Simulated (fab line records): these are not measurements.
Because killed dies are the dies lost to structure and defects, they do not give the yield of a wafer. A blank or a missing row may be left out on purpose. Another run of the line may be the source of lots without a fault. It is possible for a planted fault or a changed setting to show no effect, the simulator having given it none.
fab line records	flow sky130
record lots=24	wafers=72	lastDay=51
route steps=708 shown CONTACT@433 METAL1@450 VIA2@529 METAL3@563
lots with no fault: from the same line, run without faults
startH: hours from the record's opening day to when the first of the lot's shown wafers began	waitH: hours since the lot's step before	" as in the row above	L1.1+2: a single row standing in for several wafers	- value missing, or start not given	* or withheld: withheld	< > ~ a bound
route shown NAME@n: a module of which the file shows steps, and the number in the route of the first	usual: mean/standard deviation taken from wafers without a fault	same: alike in all rows	chamber/n: place in a boat	sites: readings site by site	_std_site: the standard deviation of these	_edge_site: the outer-site mean with the inner-site mean subtracted	radiusMm: how far each site lies from the wafer's centre	mask NAME#n: copy n	behind: the last tool/chamber to shape the wafer	hold: the reason the lot was held/the length of the hold in hours/how it ended	device: which transistor (n, p or np) failed to switch	end of line: tests run on the same wafers once the route is complete	where a step has no rows: the recipe by itself	killed: not the wafer's yield, but the dies lost to structure and defects at the first sort	map: the dies of a wafer, with x for killed, . for not killed, _ for no die there
set.NAME: the setting that was run; set.NAME@STEP: the one run at that earlier step	model.NAME: the simulator's own value behind a step, which no gauge read
steps of the route over a sample of lots; a table a step, a row a wafer
services: a tool's chamber out of use, with start hour (startH, from the record's first day; less than 0 if before it), hours out, and reason
## steps
# step SKY_CONTACT_CMP_27
# recipe stopOn=SiO2	tOverpolishS=15	downForcePsi=3.5	platenRpm=60	targetThkNm=0	padVelocityMS=0.94248
# usual headPressurePsi=3.500/0.0076	motorCurrentA=11.0/1.2	overpolishRunS=15.000/0.0085	timeToEndpointS=82/3.2
lot.wafer	tool	chamber	startH	waitH	headPressurePsi	motorCurrentA	overpolishRunS	timeToEndpointS
L074.2	cmp-02	2	766.80	0.0	3.509	12.8	14.997	84
L074.4	"	0	"	"	3.498	11.0	15.007	78
L074.5	"	3	"	"	3.510	11.1	15.001	85
L075.3	cmp-02	2	770.70	0.2	3.507	12.8	15.000	81
L075.6	"	3	"	"	3.508	10.9	15.014	82
L075.5	"	0	"	"	3.509	11.5	14.988	77
L076.3	cmp-02	1	774.85	0.0	3.502	10.4	15.003	79
L076.1	"	3	"	"	3.511	11.7	15.000	80
L076.5	"	2	"	"	3.492	13.1	15.005	76
L077.1	cmp-02	3	794.19	0.2	3.501	10.3	14.994	85
L077.5	"	0	"	"	3.509	10.7	14.991	80
L077.6	"	1	"	"	3.497	10.3	14.992	84
L078.4	cmp-01	1	798.00	0.1	3.506	9.9	14.999	80
L078.6	"	0	"	"	3.504	8.8	14.994	82
L078.5	"	1	"	"	3.511	10.0	15.008	79
L079.2	cmp-02	1	801.15	0.0	3.493	10.8	14.992	79
L079.5	"	1	"	"	3.496	10.5	15.014	80
L079.6	"	2	"	"	3.492	13.5	14.991	81
L080.4	cmp-02	3	805.15	0.0	3.503	11.1	14.995	84
L080.2	"	2	"	"	3.502	12.7	15.000	85
L080.5	"	3	"	"	3.503	10.8	14.992	83
L081.4	cmp-02	3	826.30	0.1	3.507	11.4	15.001	84
L081.5	"	2	"	"	3.496	13.3	14.999	80
L081.6	"	3	"	"	3.494	11.1	15.003	82
L082.2	cmp-02	1	828.02	0.1	3.517	10.6	14.993	79
L082.4	"	2	"	"	3.498	12.8	15.001	80
L082.6	"	0	"	"	3.494	11.2	14.984	78
L083.1	cmp-01	1	832.34	0.1	3.514	10.2	14.994	79
L083.6	"	3	"	"	3.506	11.8	15.003	81
L083.5	"	0	"	"	3.511	8.6	15.021	83
L084.3	cmp-01	2	838.44	0.0	3.500	11.2	15.005	82
L084.4	"	3	"	"	3.510	12.0	14.999	84
L084.1	"	0	"	"	3.495	8.7	15.007	81
L085.3	cmp-01	2	854.90	0.1	3.506	10.7	14.998	83
L085.4	"	3	"	"	3.512	11.6	14.986	83
L085.1	"	0	"	"	3.502	9.2	15.001	85
L086.1	cmp-01	3	858.59	0.1	3.502	12.3	14.994	87
L086.3	"	0	"	"	3.492	8.8	15.004	88
L086.5	"	1	"	"	3.493	10.1	14.995	81
L087.4	cmp-01	2	863.75	0.1	3.504	11.4	14.999	87
L087.2	"	3	"	"	3.498	11.5	14.999	85
L087.5	"	2	"	"	3.506	11.1	15.003	88
L088.4	cmp-02	3	864.06	0.0	3.494	10.9	14.989	84
L088.2	"	2	"	"	3.489	12.9	15.007	84
L088.6	"	0	"	"	3.500	11.0	15.003	77
L089.2	cmp-01	1	880.57	0.1	3.498	9.6	15.002	81
L089.1	"	2	"	"	3.506	11.9	14.996	83
L089.3	"	3	"	"	3.501	11.5	14.994	78
L090.4	cmp-02	1	883.53	0.3	3.498	10.5	15.003	85
L090.5	"	2	"	"	3.502	13.3	14.996	84
L090.6	"	3	"	"	3.488	11.5	15.000	83
L091.2	cmp-02	1	889.98	0.0	3.508	10.1	14.999	79
L091.3	"	2	"	"	3.509	12.8	14.995	80
L091.6	"	1	"	"	3.487	10.0	14.998	79
L092.4	cmp-01	0	891.52	0.2	3.495	9.0	14.987	81
L092.6	"	1	"	"	3.502	10.0	15.002	80
L092.5	"	2	"	"	3.490	10.7	15.001	82
L093.3	cmp-01	0	904.94	0.0	3.489	8.8	14.999	77
L093.1	"	1	"	"	3.511	10.1	15.008	76
L093.4	"	2	"	"	3.504	11.4	15.003	79
L094.3	cmp-02	0	909.99	0.2	3.506	10.9	14.999	75
L094.5	"	1	"	"	3.480	10.1	15.010	75
L094.6	"	2	"	"	3.496	13.0	15.005	78
L095.1	cmp-02	2	924.33	0.1	3.498	13.0	15.007	80
L095.4	"	3	"	"	3.487	10.9	15.016	81
L095.5	"	2	"	"	3.498	13.4	14.991	80
L096.4	cmp-01	0	925.24	0.1	3.490	8.7	15.006	88
L096.2	"	2	"	"	3.505	11.0	14.989	87
L096.5	"	3	"	"	3.506	11.1	15.015	87
L097.2	cmp-01	0	933.71	0.2	3.490	9.1	15.011	86
L097.5	"	1	"	"	3.505	9.9	15.000	80
L097.6	"	2	"	"	3.512	11.5	14.991	84
# step SKY_METAL1_OVL_MEAS_16
# usual METAL1_OVL=3/5.9
lot.wafer	tool	chamber	startH	waitH	METAL1_OVL[nm]
L074.2	overlay-02	-	795.27	0.1	1
L074.4	"	-	"	"	-1
L074.5	"	-	"	"	7
L075.3	overlay-02	-	799.00	0.1	-4
L075.5	"	-	"	"	-2
L075.6	"	-	"	"	5
L076.1	overlay-02	-	803.33	0.1	3
L076.3	"	-	"	"	4
L076.5	"	-	"	"	5
L077.1	overlay-01	-	822.18	0.1	-2
L077.5	"	-	"	"	1
L077.6	"	-	"	"	8
L078.4	overlay-02	-	826.39	0.1	0
L078.5	"	-	"	"	-9
L078.6	"	-	"	"	2
L079.2	overlay-01	-	828.69	0.1	-10
L079.5	"	-	"	"	7
L079.6	"	-	"	"	-10
L080.2	overlay-01	-	833.12	0.1	5
L080.4	"	-	"	"	1
L080.5	"	-	"	"	4
L081.4	overlay-02	-	854.38	0.1	7
L081.5	"	-	"	"	-3
L081.6	"	-	"	"	2
L082.2	overlay-01	-	856.04	0.1	1
L082.4	"	-	"	"	1
L082.6	"	-	"	"	5
L083.1	overlay-02	-	859.53	0.1	-4
L083.5	"	-	"	"	-3
L083.6	"	-	"	"	5
L084.1	overlay-01	-	865.93	0.1	0
L084.3	"	-	"	"	-3
L084.4	"	-	"	"	11
L085.1	overlay-02	-	881.56	0.1	6
L085.3	"	-	"	"	5
L085.4	"	-	"	"	12
L086.1	overlay-02	-	885.98	0.1	1
L086.3	"	-	"	"	1
L086.5	"	-	"	"	1
L087.2	overlay-02	-	890.88	0.1	1
L087.4	"	-	"	"	5
L087.5	"	-	"	"	6
L088.2	overlay-02	-	892.18	0.1	-2
L088.4	"	-	"	"	-1
L088.6	"	-	"	"	0
L089.1	overlay-02	-	907.11	0.1	-5
L089.2	"	-	"	"	7
L089.3	"	-	"	"	-6
L090.4	overlay-01	-	910.63	0.1	11
L090.5	"	-	"	"	5
L090.6	"	-	"	"	15
L091.2	overlay-02	-	916.54	0.1	-3
L091.3	"	-	"	"	9
L091.6	"	-	"	"	-3
L092.4	overlay-02	-	917.80	0.1	-3
L092.5	"	-	"	"	2
L092.6	"	-	"	"	-9
L093.1	overlay-01	-	931.88	0.1	9
L093.3	"	-	"	"	13
L093.4	"	-	"	"	5
L094.3	overlay-01	-	935.69	0.1	6
L094.5	"	-	"	"	9
L094.6	"	-	"	"	-2
L095.1	overlay-01	-	949.79	0.1	-2
L095.4	"	-	"	"	13
L095.5	"	-	"	"	1
L096.2	overlay-01	-	950.74	0.1	9
L096.4	"	-	"	"	2
L096.5	"	-	"	"	12
L097.2	overlay-02	-	959.04	0.1	1
L097.5	"	-	"	"	-8
L097.6	"	-	"	"	7
# step SKY_VIA2_RS_MEAS_22
# recipe thkMeasGauge=four-point-probe	reads=W_of_VIA2_CVD_21+TiN_of_VIA2_SPUTTER_20
# usual VIA2_W_RS=0.2739/0.0026
lot.wafer	tool	chamber	startH	waitH	VIA2_W_RS[ohm/sq]
L074.2	filmMetro-03	-	881.75	0.1	0.2734
L074.4	"	-	"	"	0.2706
L074.5	"	-	"	"	0.2725
L075.3	filmMetro-04	-	885.55	0.1	0.2786
L075.5	"	-	"	"	0.2733
L075.6	"	-	"	"	0.2761
L076.1	filmMetro-02	-	889.50	0.1	0.2742
L076.3	"	-	"	"	0.2761
L076.5	"	-	"	"	0.2714
L077.1	filmMetro-02	-	906.99	0.1	0.2760
L077.5	"	-	"	"	0.2780
L077.6	"	-	"	"	0.2733
L078.4	filmMetro-04	-	912.79	0.1	0.2775
L078.5	"	-	"	"	0.2774
L078.6	"	-	"	"	0.2759
L079.2	filmMetro-02	-	914.84	0.1	0.2785
L079.5	"	-	"	"	0.2809
L079.6	"	-	"	"	0.2776
L080.2	filmMetro-03	-	917.14	0.1	0.2756
L080.4	"	-	"	"	0.2759
L080.5	"	-	"	"	0.2754
L081.4	filmMetro-03	-	938.18	0.1	0.2714
L081.5	"	-	"	"	0.2729
L081.6	"	-	"	"	0.2731
L082.2	filmMetro-03	-	940.58	0.1	0.2745
L082.4	"	-	"	"	0.2739
L082.6	"	-	"	"	0.2756
L083.1	filmMetro-03	-	941.94	0.1	0.2748
L083.5	"	-	"	"	0.2761
L083.6	"	-	"	"	0.2727
L084.1	filmMetro-04	-	948.74	0.1	0.2747
L084.3	"	-	"	"	0.2739
L084.4	"	-	"	"	0.2727
L085.1	filmMetro-04	-	964.01	0.1	0.2775
L085.3	"	-	"	"	0.2726
L085.4	"	-	"	"	0.2729
L086.1	filmMetro-03	-	968.94	0.1	0.2778
L086.3	"	-	"	"	0.2719
L086.5	"	-	"	"	0.2776
L087.2	filmMetro-02	-	972.93	0.1	0.2705
L087.4	"	-	"	"	0.2702
L087.5	"	-	"	"	0.2718
L088.2	filmMetro-03	-	974.43	0.1	0.2730
L088.4	"	-	"	"	0.2734
L088.6	"	-	"	"	0.2728
L089.1	filmMetro-04	-	987.37	0.1	0.2746
L089.2	"	-	"	"	0.2714
L089.3	"	-	"	"	0.2727
L090.4	filmMetro-03	-	990.12	0.1	0.2742
L090.5	"	-	"	"	0.2720
L090.6	"	-	"	"	0.2782
L091.2	filmMetro-03	-	997.32	0.1	0.2756
L091.3	"	-	"	"	0.2748
L091.6	"	-	"	"	0.2744
L092.4	filmMetro-02	-	998.81	0.1	0.2711
L092.5	"	-	"	"	0.2747
L092.6	"	-	"	"	0.2740
L093.1	filmMetro-03	-	1012.35	0.1	0.2761
L093.3	"	-	"	"	0.2713
L093.4	"	-	"	"	0.2748
L094.3	filmMetro-04	-	1014.77	0.1	0.2687
L094.5	"	-	"	"	0.2700
L094.6	"	-	"	"	0.2691
L095.1	filmMetro-04	-	1026.75	0.1	0.2720
L095.4	"	-	"	"	0.2738
L095.5	"	-	"	"	0.2769
L096.2	filmMetro-04	-	1027.99	0.1	0.2750
L096.4	"	-	"	"	0.2712
L096.5	"	-	"	"	0.2712
L097.2	filmMetro-02	-	1039.19	0.1	0.2780
L097.5	"	-	"	"	0.2740
L097.6	"	-	"	"	0.2768
# step SKY_VIA2_THK_MEAS_23
# recipe thkMeasGauge=xrf	reads=W_of_VIA2_CVD_21
# usual VIA2_W_THK=396/5.2
lot.wafer	tool	chamber	startH	waitH	VIA2_W_THK[nm]
L074.2	filmMetro-03	-	881.86	0.1	399
L074.4	"	-	"	"	404
L074.5	"	-	"	"	398
L075.3	filmMetro-04	-	885.65	0.1	386
L075.5	"	-	"	"	395
L075.6	"	-	"	"	390
L076.1	filmMetro-02	-	889.62	0.1	394
L076.3	"	-	"	"	391
L076.5	"	-	"	"	395
L077.1	filmMetro-02	-	907.11	0.1	390
L077.5	"	-	"	"	386
L077.6	"	-	"	"	396
L078.4	filmMetro-04	-	912.88	0.1	387
L078.5	"	-	"	"	391
L078.6	"	-	"	"	387
L079.2	filmMetro-02	-	914.95	0.1	388
L079.5	"	-	"	"	384
L079.6	"	-	"	"	389
L080.2	filmMetro-03	-	917.25	0.1	402
L080.4	"	-	"	"	400
L080.5	"	-	"	"	403
L081.4	filmMetro-03	-	938.27	0.1	403
L081.5	"	-	"	"	401
L081.6	"	-	"	"	398
L082.2	filmMetro-03	-	940.69	0.1	395
L082.4	"	-	"	"	396
L082.6	"	-	"	"	396
L083.1	filmMetro-03	-	942.06	0.1	396
L083.5	"	-	"	"	394
L083.6	"	-	"	"	399
L084.1	filmMetro-04	-	948.86	0.1	390
L084.3	"	-	"	"	390
L084.4	"	-	"	"	390
L085.1	filmMetro-04	-	964.13	0.1	393
L085.3	"	-	"	"	400
L085.4	"	-	"	"	399
L086.1	filmMetro-03	-	969.06	0.1	395
L086.3	"	-	"	"	402
L086.5	"	-	"	"	396
L087.2	filmMetro-02	-	973.04	0.1	401
L087.4	"	-	"	"	403
L087.5	"	-	"	"	399
L088.2	filmMetro-03	-	974.54	0.1	402
L088.4	"	-	"	"	405
L088.6	"	-	"	"	403
L089.1	filmMetro-04	-	987.49	0.1	390
L089.2	"	-	"	"	399
L089.3	"	-	"	"	393
L090.4	filmMetro-03	-	990.21	0.1	394
L090.5	"	-	"	"	398
L090.6	"	-	"	"	389
L091.2	filmMetro-03	-	997.43	0.1	395
L091.3	"	-	"	"	397
L091.6	"	-	"	"	395
L092.4	filmMetro-02	-	998.90	0.1	397
L092.5	"	-	"	"	390
L092.6	"	-	"	"	389
L093.1	filmMetro-03	-	1012.47	0.1	395
L093.3	"	-	"	"	400
L093.4	"	-	"	"	393
L094.3	filmMetro-04	-	1014.87	0.1	404
L094.5	"	-	"	"	404
L094.6	"	-	"	"	405
L095.1	filmMetro-04	-	1026.87	0.1	402
L095.4	"	-	"	"	397
L095.5	"	-	"	"	395
L096.2	filmMetro-04	-	1028.10	0.1	395
L096.4	"	-	"	"	402
L096.5	"	-	"	"	401
L097.2	filmMetro-02	-	1039.30	0.1	390
L097.5	"	-	"	"	394
L097.6	"	-	"	"	390
# step SKY_VIA2_CMP_24
# recipe stopOn=SiO2	tOverpolishS=20	downForcePsi=3.5	platenRpm=60	targetThkNm=0	padVelocityMS=0.94248
# usual headPressurePsi=3.500/0.0076	motorCurrentA=11.0/1.2	overpolishRunS=20.000/0.0087	timeToEndpointS=102/4.2
lot.wafer	tool	chamber	startH	waitH	headPressurePsi	motorCurrentA	overpolishRunS	timeToEndpointS
L074.2	cmp-02	2	882.23	0.4	3.492	12.4	19.994	102
L074.4	"	0	"	"	3.500	10.9	19.997	99
L074.5	"	2	"	"	3.493	12.4	19.999	105
L075.3	cmp-01	0	885.84	0.2	3.512	9.1	20.001	97
L075.6	"	1	"	"	3.504	10.1	19.993	99
L075.5	"	2	"	"	3.496	10.9	19.998	102
L076.1	cmp-02	0	889.68	0.1	3.492	11.3	20.013	99
L076.3	"	1	"	"	3.496	10.6	19.996	101
L076.5	"	0	"	"	3.495	11.0	20.001	98
L077.1	cmp-02	3	907.27	0.1	3.511	10.7	19.980	96
L077.6	"	1	"	"	3.500	10.0	19.994	95
L077.5	"	2	"	"	3.491	13.1	20.007	95
L078.4	cmp-02	3	913.72	0.8	3.501	11.2	20.016	99
L078.5	"	2	"	"	3.499	13.1	20.007	93
L078.6	"	3	"	"	3.486	11.0	20.012	100
L079.2	cmp-02	1	915.19	0.2	3.496	9.8	19.993	90
L079.5	"	0	"	"	3.501	10.7	20.005	90
L079.6	"	1	"	"	3.504	10.5	19.996	91
L080.2	cmp-01	2	917.35	0.1	3.501	11.0	20.003	105
L080.4	"	3	"	"	3.496	11.4	20.003	101
L080.5	"	2	"	"	3.499	11.3	19.991	105
L081.4	cmp-01	1	938.30	0.0	3.508	10.3	20.019	104
L081.5	"	1	"	"	3.500	10.3	19.995	101
L081.6	"	2	"	"	3.500	11.5	20.016	106
L082.4	cmp-01	3	940.79	0.1	3.482	11.8	20.005	107
L082.2	"	0	"	"	3.509	9.0	20.005	106
L082.6	"	3	"	"	3.498	12.0	19.993	104
L083.1	cmp-01	0	942.17	0.1	3.483	8.8	19.999	105
L083.5	"	3	"	"	3.507	11.2	20.004	102
L083.6	"	0	"	"	3.498	9.1	20.000	103
L084.1	cmp-01	0	948.92	0.1	3.508	8.6	19.999	104
L084.3	"	1	"	"	3.492	9.9	19.999	99
L084.4	"	3	"	"	3.507	11.6	20.001	103
L085.4	cmp-02	2	964.50	0.3	3.520	13.7	20.002	104
L085.1	"	3	"	"	3.505	10.7	19.990	104
L085.3	"	0	"	"	3.521	11.2	20.007	95
L086.1	cmp-02	3	969.17	0.1	3.503	11.3	19.998	102
L086.3	"	0	"	"	3.504	11.1	20.010	94
L086.5	"	2	"	"	3.505	12.7	19.989	102
L087.4	cmp-02	2	973.09	0.0	3.508	13.0	19.991	103
L087.2	"	0	"	"	3.501	11.0	20.007	102
L087.5	"	3	"	"	3.499	11.0	20.003	107
L088.2	cmp-02	0	974.69	0.1	3.503	11.1	19.996	98
L088.4	"	1	"	"	3.497	10.3	19.992	104
L088.6	"	3	"	"	3.510	11.3	19.992	104
L089.2	cmp-02	2	987.55	0.0	3.496	12.7	19.996	104
L089.3	"	0	"	"	3.493	10.6	19.989	101
L089.1	"	1	"	"	3.490	10.6	19.997	105
L090.4	cmp-02	0	990.57	0.3	3.495	11.3	20.011	97
L090.5	"	1	"	"	3.493	10.6	20.013	101
L090.6	"	2	"	"	3.506	13.2	19.979	102
L091.3	cmp-02	2	997.53	0.1	3.508	13.7	19.997	103
L091.2	"	0	"	"	3.508	10.5	20.004	97
L091.6	"	1	"	"	3.500	9.7	20.009	102
L092.4	cmp-02	1	999.03	0.1	3.511	10.1	20.002	104
L092.6	"	3	"	"	3.502	11.0	20.001	109
L092.5	"	0	"	"	3.497	10.5	19.993	97
L093.4	cmp-02	3	1012.74	0.2	3.493	10.8	19.999	101
L093.3	"	0	"	"	3.495	10.7	20.011	97
L093.1	"	1	"	"	3.507	10.2	19.996	100
L094.3	cmp-01	2	1014.91	0.0	3.506	10.5	20.000	110
L094.6	"	2	"	"	3.497	10.7	20.005	109
L094.5	"	3	"	"	3.495	11.3	19.998	107
L095.4	cmp-01	3	1026.98	0.1	3.515	11.2	19.997	106
L095.1	"	1	"	"	3.498	10.2	20.002	104
L095.5	"	3	"	"	3.502	11.7	19.997	104
L096.4	cmp-01	2	1028.20	0.1	3.496	11.6	20.012	107
L096.2	"	3	"	"	3.497	11.6	20.004	104
L096.5	"	1	"	"	3.498	10.2	20.005	103
L097.2	cmp-01	2	1039.45	0.1	3.491	12.1	19.996	104
L097.5	"	0	"	"	3.491	8.6	20.001	104
L097.6	"	1	"	"	3.500	9.9	20.001	99
# step SKY_METAL3_CD_MEAS_13
# recipe targetCdNm=300
# usual cdNm=300.1/1.2
lot.wafer	tool	chamber	startH	waitH	cdNm
L074.2	cdSem-01	-	935.14	-	301.1
L074.4	"	-	"	"	300.5
L074.5	"	-	"	"	300.8
L075.3	cdSem-01	-	938.76	-	301.5
L075.5	"	-	"	"	301.4
L075.6	"	-	"	"	301.2
L076.1	cdSem-02	-	941.71	-	299.3
L076.3	"	-	"	"	298.7
L076.5	"	-	"	"	297.8
L077.1	cdSem-02	-	958.69	-	300.6
L077.5	"	-	"	"	300.0
L077.6	"	-	"	"	299.2
L078.4	cdSem-02	-	965.40	-	301.2
L078.5	"	-	"	"	300.0
L078.6	"	-	"	"	301.3
L079.2	cdSem-01	-	966.74	-	298.4
L079.5	"	-	"	"	299.0
L079.6	"	-	"	"	298.8
L080.2	cdSem-01	-	968.31	-	303.1
L080.4	"	-	"	"	302.5
L080.5	"	-	"	"	302.8
L081.4	cdSem-01	-	988.73	-	299.8
L081.5	"	-	"	"	301.2
L081.6	"	-	"	"	300.3
L082.2	cdSem-01	-	991.04	-	299.7
L082.4	"	-	"	"	301.1
L082.6	"	-	"	"	300.3
L083.1	cdSem-01	-	993.82	-	299.6
L083.5	"	-	"	"	299.2
L083.6	"	-	"	"	299.4
L084.1	cdSem-01	-	999.04	-	299.2
L084.3	"	-	"	"	300.3
L084.4	"	-	"	"	300.1
L085.1	cdSem-01	-	1013.57	-	300.5
L085.3	"	-	"	"	299.1
L085.4	"	-	"	"	299.2
L086.1	cdSem-01	-	1018.72	-	299.5
L086.3	"	-	"	"	298.3
L086.5	"	-	"	"	299.4
L087.2	cdSem-01	-	1022.64	-	301.2
L087.4	"	-	"	"	300.3
L087.5	"	-	"	"	300.6
L088.2	cdSem-01	-	1024.66	-	301.3
L088.4	"	-	"	"	300.7
L088.6	"	-	"	"	301.4
L089.1	cdSem-01	-	1037.57	-	299.7
L089.2	"	-	"	"	298.3
L089.3	"	-	"	"	298.4
L090.4	cdSem-01	-	1038.68	-	299.8
L090.5	"	-	"	"	299.9
L090.6	"	-	"	"	299.9
L091.2	cdSem-01	-	1045.39	-	300.0
L091.3	"	-	"	"	301.3
L091.6	"	-	"	"	300.1
L092.4	cdSem-01	-	1048.07	-	299.3
L092.5	"	-	"	"	299.7
L092.6	"	-	"	"	298.6
L093.1	cdSem-01	-	1061.69	-	297.9
L093.3	"	-	"	"	298.6
L093.4	"	-	"	"	297.4
L094.3	cdSem-01	-	1061.96	-	300.9
L094.5	"	-	"	"	299.8
L094.6	"	-	"	"	300.8
L095.1	cdSem-01	-	1079.55	-	299.3
L095.4	"	-	"	"	299.8
L095.5	"	-	"	"	299.4
L096.2	cdSem-01	-	1079.93	-	301.7
L096.4	"	-	"	"	301.3
L096.5	"	-	"	"	300.5
L097.2	cdSem-01	-	1085.89	-	299.8
L097.5	"	-	"	"	300.2
L097.6	"	-	"	"	300.5
## services
tool	chamber	startH	hours	kind
cmp-02	-	745.57	4.0	pm
cmp-02	-	749.57	-	consumableReplace:conditioner
cmp-02	-	749.57	-	consumableReplace:pad
cmp-01	-	803.26	7.1	pm
cmp-01	-	827.94	0.5	repair
cmp-02	-	846.00	7.3	repair
cmp-02	-	864.95	0.7	repair
cmp-01	-	881.07	3.2	repair
cmp-01	-	912.25	4.0	pm
cmp-01	-	916.25	-	consumableReplace:conditioner
cmp-01	-	916.25	-	consumableReplace:pad
cmp-02	-	916.84	1.1	repair
cmp-01	-	958.86	54.0	repair
cmp-01	-	990.65	1.9	repair
cmp-02	-	990.74	0.5	repair
cmp-01	-	1005.47	5.3	repair
cmp-02	-	1026.96	4.4	pm
cmp-01	-	1032.28	0.5	repair
## key
fault none
